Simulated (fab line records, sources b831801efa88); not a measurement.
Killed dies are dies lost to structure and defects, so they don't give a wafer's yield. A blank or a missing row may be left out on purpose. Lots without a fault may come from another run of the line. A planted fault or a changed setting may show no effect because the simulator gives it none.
One fault seen from 2 desks | flow gf180mcu | each desk has only its own numbers; what lay behind them comes last

THE TOOL OWNER'S DESK: implanter-04
The tool's own readings at GF_LVPWELL_IMPLANT_08: means of the sampled wafers that have a number, for each lot that ran on this tool. A lot is out of limits, marked OUT, if its mean lies more than 4 standard deviations from the usual mean; the brackets give that distance.
Columns: A = faraday_current_uA at GF_LVPWELL_IMPLANT_08, usual 84.6; B = tilt_deg at GF_LVPWELL_IMPLANT_08, usual 0.002 degrees
lot  | first seen here | A    | B
L590 | day 5 13:07     | 83.7 | 0.030
L595 | day 6 15:16     | 84.9 | 6.384 (+99 or more) OUT
L596 | day 6 19:22     | 85.8 | 6.392 (+99 or more) OUT
L597 | day 7 05:02     | 84.3 | 6.394 (+99 or more) OUT
This desk's finding: out of limits on L595, L596, L597; first on L595, day 6 15:16 (tilt_deg at GF_LVPWELL_IMPLANT_08). In limits: L590.

THE METROLOGY DESK
What the gauges read, lot by lot, whatever tool the lot ran on: means of the sampled wafers that have a number. A lot is out of limits, marked OUT, if its mean lies more than 4 standard deviations from the usual mean; the brackets give that distance.
Columns: A = LVPWELL_TW at GF_LVPWELL_TW_MEAS_11, usual 557; B = LVPWELL_RS at GF_VT_IMPLANT_RS_MEAS_48, usual 1196 ohm/sq
lot  | first seen here | A              | B
L584 | day 4 06:44     | 552            | 1196
L586 | day 4 14:35     | 556            | 1196
L587 | day 4 18:05     | 549            | 1196
L590 | day 5 13:29     | 568            | 1194
L594 | day 6 12:53     | 553            | 1199
L595 | day 6 15:38     | 599 (+4.4) OUT | 1430 (+71) OUT
L596 | day 6 19:46     | 601 (+4.7) OUT | 1432 (+72) OUT
L597 | day 7 05:23     | 623 (+7.1) OUT | 1426 (+70) OUT
L599 | day 7 14:31     | 547            | 1197
L600 | day 7 22:46     | 552            | 1200
L601 | day 8 01:55     | 550            | 1193
L602 | day 8 08:39     | 573            | 1194
L603 | day 8 13:25     | 555            | 1199
L604 | day 8 19:13     | 570            | 1195
L606 | day 9 05:07     | 551            | 1193
This desk's finding: out of limits on L595, L596, L597; first on L595, day 6 15:38 (LVPWELL_TW at GF_LVPWELL_TW_MEAS_11). In limits: L584, L586, L587, L590, L594, L599, L600, L601, L602, L603, L604, L606.

PUT TOGETHER
The tool owner's desk could have raised an alarm at day 6 15:16, on L595, L596, L597.
The metrology desk could have raised an alarm at day 6 15:38, on L595, L596, L597.
Of the lots named, all ran GF_LVPWELL_IMPLANT_08 on implanter-04.

WHAT THE SIMULATOR HAD PUT IN
Process parameter drift: implanter-04, from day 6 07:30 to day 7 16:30, at GF_LVPWELL_IMPLANT_08. Setting tilt_deg, moved by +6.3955, from 0. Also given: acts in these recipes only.
Lots struck among those shown: L595, L596, L597.
Hours from the fault's start to each desk's first reading out of limits: the tool owner's desk, 8; the metrology desk, 8.
